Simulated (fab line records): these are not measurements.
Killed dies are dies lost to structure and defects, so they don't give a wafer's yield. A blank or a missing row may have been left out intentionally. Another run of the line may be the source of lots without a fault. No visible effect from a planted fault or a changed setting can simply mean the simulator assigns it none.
fab line records	flow gf180mcu
record lots=7	wafers=21	last_day=34
route steps=602 shown CONTACT@314 M1@315
lots that met no fault: taken from a fault-free run of the same line
start_h: hours from the record's first day to the start of the lot's first wafer shown	wait_h: hours since the lot's step before	" unchanged from the row above	L1.1+2: a single row standing in for several wafers	- no value present, or no start provided	* or withheld: withheld	< > ~ a bound
route shown NAME@n: names a module that has steps shown in the file, with the first one's number in the route	usual: mean and standard deviation over wafers with no fault	same: alike in all rows	chamber/n: place in a boat	sites: per-site readings	_std_site: their standard deviation	_edge_site: mean of outer sites minus mean of inner sites	radius_mm: for every site, how far away it sits from the centre of the wafer	mask NAME#n: copy n	behind: the last tool/chamber to shape the wafer	hold: cause of the lot's hold/its duration in hours/its outcome	device: names the non-switching transistor (n, p or np)	end of line: the tests these same wafers got at the end of their route	a step with no rows: only its recipe	killed: dies that structure and defects cost at the first sort, which is not the same as the wafer's yield	map: a wafer's dies, marking killed ones x, the rest . and places with no die _
set.NAME: the setting the step ran with; set.NAME@STEP: the setting that earlier step ran with	model.NAME: the simulator's own value behind a step, which no gauge read
certain route steps with their lots: each step a table, each wafer a row
services: the hour from which a tool's chamber was out of use, counted from the record's first day as start_h (under 0 if before that day), plus the number of hours and why
## steps
# step GF_CONTACT_CMP_27
# recipe stop_on=SiO2	down_force_psi=3.5	platen_rpm=60	t_overpolish_s=15	target_thk_nm=0	pad_velocity_m_s=0.94248
# usual motor_current_A=10.5/0.88	overpolish_run_s=15.000/0.009	time_to_endpoint_s=75/5.4
lot.wafer	tool	chamber	start_h	wait_h	motor_current_A	overpolish_run_s	time_to_endpoint_s
L900.3	cmp-02	0	376.26	0.1	9.9	15.007	73
L900.2	"	1	"	"	10.0	15.002	67
L900.5	"	3	"	"	11.3	14.991	85
L912.4	cmp-02	1	485.63	0.1	10.4	15.001	64
L912.3	"	2	"	"	11.2	14.999	76
L912.5	"	0	"	"	10.4	15.013	70
L913.3	cmp-02	1	497.09	0.1	10.6	15.007	69
L913.2	"	3	"	"	12.1	15.004	82
L913.5	"	2	"	"	11.1	14.992	75
L914.3	cmp-01	1	504.43	0.0	12.1	14.994	73
L914.2	"	3	"	"	11.1	15.013	73
L914.5	"	2	"	"	9.6	14.995	78
L915.4	cmp-01	3	507.68	0.1	11.2	14.998	71
L915.6	"	2	"	"	9.9	14.987	76
L915.5	"	3	"	"	11.1	15.002	75
L916.3	cmp-02	0	516.28	0.0	10.0	15.009	74
L916.2	"	1	"	"	10.2	14.998	68
L916.4	"	2	"	"	10.4	14.990	78
L921.3	cmp-01	2	560.46	0.1	9.5	14.999	83
L921.4	"	3	"	"	11.0	15.027	76
L921.6	"	2	"	"	9.0	14.999	84
# step GF_M1_SPUTTER_00
# recipe material=Ti	target_thk_nm=37.5	arriving_ion_energy_ev=80	substrate_temp_c=200	chamber_pressure_pa=2	power_w=4000	time_s=150
# usual chamber_pressure_pa=2.000/0.0041	throttle_valve_pct=30.2/1.2
lot.wafer	tool	chamber	start_h	wait_h	chamber_pressure_pa	throttle_valve_pct
L900.2	pvd_sputter-04	-	376.51	0.1	2.002	28.8
L900.3	"	-	"	"	2.007	29.2
L900.5	"	-	"	"	1.994	30.1
L912.3	pvd_sputter-01	-	485.88	0.1	1.996	29.3
L912.4	"	-	"	"	1.999	28.3
L912.5	"	-	"	"	2.001	29.6
L913.2	pvd_sputter-02	-	497.39	0.1	1.998	31.2
L913.3	"	-	"	"	2.006	31.8
L913.5	"	-	"	"	1.997	31.0
L914.2	pvd_sputter-04	-	504.73	0.1	1.999	32.5
L914.3	"	-	"	"	2.001	29.4
L914.5	"	-	"	"	1.996	29.2
L915.4	pvd_sputter-02	-	507.93	0.2	1.998	31.9
L915.5	"	-	"	"	2.002	30.3
L915.6	"	-	"	"	1.997	31.7
L916.2	pvd_sputter-02	-	516.58	0.2	2.003	30.2
L916.3	"	-	"	"	1.993	31.0
L916.4	"	-	"	"	1.996	31.8
L921.3	pvd_sputter-04	-	560.71	0.2	2.001	32.1
L921.4	"	-	"	"	1.994	29.8
L921.6	"	-	"	"	1.990	29.6
# step GF_M1_SPUTTER_01
# recipe material=TiN	target_thk_nm=30	power_w=6500	time_s=25	chamber_pressure_pa=0.4
# usual chamber_pressure_pa=0.4002/0.00073	throttle_valve_pct=30.1/1.2
lot.wafer	tool	chamber	start_h	wait_h	chamber_pressure_pa	throttle_valve_pct
L900.2	pvd_sputter-04	-	376.61	0.1	0.4013	29.1
L900.3	"	-	"	"	0.4002	29.2
L900.5	"	-	"	"	0.4002	29.4
L912.3	pvd_sputter-01	-	485.98	0.1	0.4010	29.6
L912.4	"	-	"	"	0.4001	28.0
L912.5	"	-	"	"	0.4010	29.5
L913.2	pvd_sputter-02	-	497.49	0.1	0.3996	31.1
L913.3	"	-	"	"	0.3997	31.9
L913.5	"	-	"	"	0.4007	31.0
L914.2	pvd_sputter-04	-	504.83	0.1	0.4007	32.3
L914.3	"	-	"	"	0.4007	29.3
L914.5	"	-	"	"	0.3997	29.3
L915.4	pvd_sputter-02	-	508.03	0.1	0.4005	31.9
L915.5	"	-	"	"	0.4011	30.2
L915.6	"	-	"	"	0.4017	31.9
L916.2	pvd_sputter-02	-	516.68	0.1	0.4005	29.9
L916.3	"	-	"	"	0.4014	31.2
L916.4	"	-	"	"	0.4002	31.7
L921.3	pvd_sputter-04	-	560.81	0.1	0.4001	32.2
L921.4	"	-	"	"	0.4005	29.7
L921.6	"	-	"	"	0.4000	29.5
# step GF_M1_SPUTTER_02
# recipe material=AlCu	target_thk_nm=450	power_w=10600	time_s=23.9	chamber_pressure_pa=0.4
# usual chamber_pressure_pa=0.4000/0.00079	throttle_valve_pct=30.1/1.2
lot.wafer	tool	chamber	start_h	wait_h	chamber_pressure_pa	throttle_valve_pct
L900.2	pvd_sputter-04	-	376.64	0.0	0.3990	29.0
L900.3	"	-	"	"	0.3992	29.6
L900.5	"	-	"	"	0.4004	29.9
L912.3	pvd_sputter-01	-	486.01	0.0	0.3989	29.2
L912.4	"	-	"	"	0.4002	27.7
L912.5	"	-	"	"	0.4012	29.5
L913.2	pvd_sputter-02	-	497.52	0.0	0.4004	31.2
L913.3	"	-	"	"	0.4022	31.3
L913.5	"	-	"	"	0.3998	31.1
L914.2	pvd_sputter-04	-	504.86	0.0	0.4000	32.6
L914.3	"	-	"	"	0.4014	29.4
L914.5	"	-	"	"	0.4017	29.6
L915.4	pvd_sputter-02	-	508.06	0.0	0.4005	31.9
L915.5	"	-	"	"	0.3989	30.3
L915.6	"	-	"	"	0.3998	31.6
L916.2	pvd_sputter-02	-	516.71	0.0	0.3994	30.2
L916.3	"	-	"	"	0.3994	31.1
L916.4	"	-	"	"	0.3994	31.9
L921.3	pvd_sputter-04	-	560.84	0.0	0.3995	32.1
L921.4	"	-	"	"	0.4003	29.8
L921.6	"	-	"	"	0.4018	29.9
# step GF_M1_SPUTTER_03
# recipe material=Ti	target_thk_nm=10	substrate_temp_c=300	chamber_pressure_pa=0.3	power_w=3000	time_s=6.7
# usual chamber_pressure_pa=0.3000/0.00067	throttle_valve_pct=30.1/1.2
lot.wafer	tool	chamber	start_h	wait_h	chamber_pressure_pa	throttle_valve_pct
L900.2	pvd_sputter-04	-	376.67	0.0	0.3007	29.0
L900.3	"	-	"	"	0.3009	29.3
L900.5	"	-	"	"	0.3007	29.4
L912.3	pvd_sputter-01	-	486.04	0.0	0.3007	29.3
L912.4	"	-	"	"	0.3001	28.2
L912.5	"	-	"	"	0.2996	29.5
L913.2	pvd_sputter-02	-	497.55	0.0	0.2999	31.0
L913.3	"	-	"	"	0.2998	31.7
L913.5	"	-	"	"	0.3000	30.9
L914.2	pvd_sputter-04	-	504.89	0.0	0.3001	32.5
L914.3	"	-	"	"	0.3007	29.3
L914.5	"	-	"	"	0.3008	29.2
L915.4	pvd_sputter-02	-	508.09	0.0	0.3001	31.9
L915.5	"	-	"	"	0.2992	30.3
L915.6	"	-	"	"	0.3009	31.7
L916.2	pvd_sputter-02	-	516.74	0.0	0.2993	29.9
L916.3	"	-	"	"	0.3007	31.0
L916.4	"	-	"	"	0.3004	31.7
L921.3	pvd_sputter-04	-	560.87	0.0	0.3000	32.5
L921.4	"	-	"	"	0.2988	29.6
L921.6	"	-	"	"	0.3005	29.9
# step GF_M1_SPUTTER_04
# recipe material=TiN	target_thk_nm=50	power_w=6500	time_s=41.7	chamber_pressure_pa=0.4
# step GF_M1_RS_MEAS_05
# recipe thk_meas_gauge=four-point-probe	reads=TiN_of_M1_SPUTTER_04+Ti_of_M1_SPUTTER_03+AlCu_of_M1_SPUTTER_02+TiN_of_M1_SPUTTER_01+Ti_of_M1_SPUTTER_00
# usual M1_ALCU_RS=0.0697/0.00087
lot.wafer	tool	chamber	start_h	wait_h	M1_ALCU_RS[ohm/sq]
L900.2	film_metro-02	-	376.75	0.0	0.0680
L900.3	"	-	"	"	0.0697
L900.5	"	-	"	"	0.0695
L912.3	film_metro-02	-	486.14	0.1	0.0713
L912.4	"	-	"	"	0.0700
L912.5	"	-	"	"	0.0703
L913.2	film_metro-01	-	497.63	0.0	0.0697
L913.3	"	-	"	"	0.0701
L913.5	"	-	"	"	0.0699
L914.2	film_metro-01	-	504.97	0.0	0.0682
L914.3	"	-	"	"	0.0695
L914.5	"	-	"	"	0.0692
L915.4	film_metro-04	-	508.21	0.1	0.0701
L915.5	"	-	"	"	0.0695
L915.6	"	-	"	"	0.0701
L916.2	film_metro-04	-	516.82	0.0	0.0703
L916.3	"	-	"	"	0.0704
L916.4	"	-	"	"	0.0708
L921.3	film_metro-02	-	560.97	0.1	0.0689
L921.4	"	-	"	"	0.0705
L921.6	"	-	"	"	0.0706
# step GF_M1_THK_MEAS_06
# recipe thk_meas_gauge=xrf	reads=AlCu_of_M1_SPUTTER_02
# usual M1_ALCU_THK=445/5.9
lot.wafer	tool	chamber	start_h	wait_h	M1_ALCU_THK[nm]
L900.2	film_metro-02	-	376.86	0.1	454
L900.3	"	-	"	"	443
L900.5	"	-	"	"	445
L912.3	film_metro-02	-	486.24	0.1	437
L912.4	"	-	"	"	443
L912.5	"	-	"	"	443
L913.2	film_metro-01	-	497.74	0.1	447
L913.3	"	-	"	"	444
L913.5	"	-	"	"	447
L914.2	film_metro-01	-	505.08	0.1	456
L914.3	"	-	"	"	446
L914.5	"	-	"	"	448
L915.4	film_metro-04	-	508.30	0.1	441
L915.5	"	-	"	"	443
L915.6	"	-	"	"	443
L916.2	film_metro-04	-	516.93	0.1	442
L916.3	"	-	"	"	437
L916.4	"	-	"	"	437
L921.3	film_metro-02	-	561.07	0.1	450
L921.4	"	-	"	"	440
L921.6	"	-	"	"	440
# step GF_M1_DEHYDRATE_07
# recipe temp_c=200	time_s=60
# step GF_M1_HMDS_08
# recipe prime_time_s=60	prime_temp_c=120
# step GF_M1_COAT_09
# recipe resist=KrF	spin_rpm=withheld	resist_thk_nm=1000
# step GF_M1_SOFTBAKE_10
# recipe temp_c=130	time_s=60	resist=KrF
# step GF_M1_EXPOSE_11
# recipe mask_id=Metal1	target_cd_nm=230	na=0.68	source_shape=conventional	sigma_outer=0.6	dose_mj=28
# usual exposure_dose_mJ_cm2=28.13/0.097	focus_offset_nm=0.0/0.57
lot.wafer	tool	chamber	start_h	wait_h	mask	exposure_dose_mJ_cm2	focus_offset_nm
L900.2	krf_scanner-02	0	388.04	-	Metal1#0	28.24	-0.5
L900.3	"	0	"	"	Metal1#0	28.21	0.5
L900.5	"	0	"	"	Metal1#0	28.19	-0.7
L912.3	krf_scanner-02	0	498.13	-	Metal1#0	28.18	-0.3
L912.4	"	0	"	"	Metal1#0	28.25	0.1
L912.5	"	0	"	"	Metal1#0	28.21	0.0
L913.2	krf_scanner-01	-	509.72	-	Metal1#0	-	-
L913.3	"	-	"	"	Metal1#0	-	-
L913.5	"	-	"	"	Metal1#0	-	-
L914.2	krf_scanner-02	-	516.47	-	Metal1#0	-	-
L914.3	"	-	"	"	Metal1#0	-	-
L914.5	"	-	"	"	Metal1#0	-	-
L915.4	krf_scanner-02	-	519.84	-	Metal1#0	-	-
L915.5	"	-	"	"	Metal1#0	-	-
L915.6	"	-	"	"	Metal1#0	-	-
L916.2	krf_scanner-02	0	528.64	-	Metal1#0	28.18	-0.1
L916.3	"	0	"	"	Metal1#0	28.20	-0.6
L916.4	"	0	"	"	Metal1#0	28.16	0.2
L921.3	krf_scanner-02	0	572.40	-	Metal1#0	28.19	-0.2
L921.4	"	0	"	"	Metal1#0	28.18	1.1
L921.6	"	0	"	"	Metal1#0	28.21	-0.7
# step GF_M1_PEB_12
# recipe peb_temp_c=135	peb_time_s=90	resist=KrF
## services
tool	chamber	start_h	hours	kind
cmp-02	-	360.79	9.3	pm
krf_scanner-02	-	371.16	1.3	pm
krf_scanner-02	-	378.04	0.8	pm
cmp-02	-	394.32	4.6	pm
krf_scanner-02	-	395.54	1.0	pm
cmp-02	-	404.23	4.0	pm
pvd_sputter-01	-	404.55	2.6	repair
krf_scanner-02	-	424.91	10.3	repair
cmp-02	-	435.76	9.4	repair
cmp-01	-	446.18	0.4	repair
cmp-01	-	460.91	1.7	repair
pvd_sputter-02	-	466.08	6.5	repair
cmp-02	-	474.08	1.5	repair
krf_scanner-02	-	478.02	4.4	pm
cmp-01	-	492.65	7.2	pm
pvd_sputter-04	-	508.53	3.4	repair
krf_scanner-02	-	513.06	1.4	repair
cmp-01	-	524.72	2.5	repair
cmp-02	-	526.67	1.0	repair
cmp-02	-	545.26	0.3	repair
krf_scanner-02	-	546.91	0.8	pm
krf_scanner-02	-	547.66	1.3	pm
krf_scanner-02	-	564.54	1.0	pm
pvd_sputter-04	-	569.29	9.8	repair
## key
first_sign step=GF_M1_EXPOSE_11	reading=tool_record	direction=missing
effect none on later readings
met_at GF_M1_EXPOSE_11
struck_wafers L913.2,L913.3,L913.5,L914.2,L914.3,L914.5,L915.4,L915.5,L915.6
later_rows_left_out L913.2,L913.3,L913.5,L914.2,L914.3,L914.5,L915.4,L915.5,L915.6
sort_left_out L913.2,L913.3,L913.5,L914.2,L914.3,L914.5,L915.4,L915.5,L915.6
onset_between 498.13 509.72
fault kind=skipped_step_whole	tool=krf_scanner-01,krf_scanner-02	chamber=-	onset_h=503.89	steps=GF_M1_EXPOSE_11	scope=struck_lots_only
# sort_left_out: the simulated sort isn't trusted on such a fault, so these wafers' sort isn't shown, and their yield isn't known
# later_rows_left_out: the simulator's readings of these wafers behind a module that went badly wrong aren't trusted and aren't shown, but for the sort
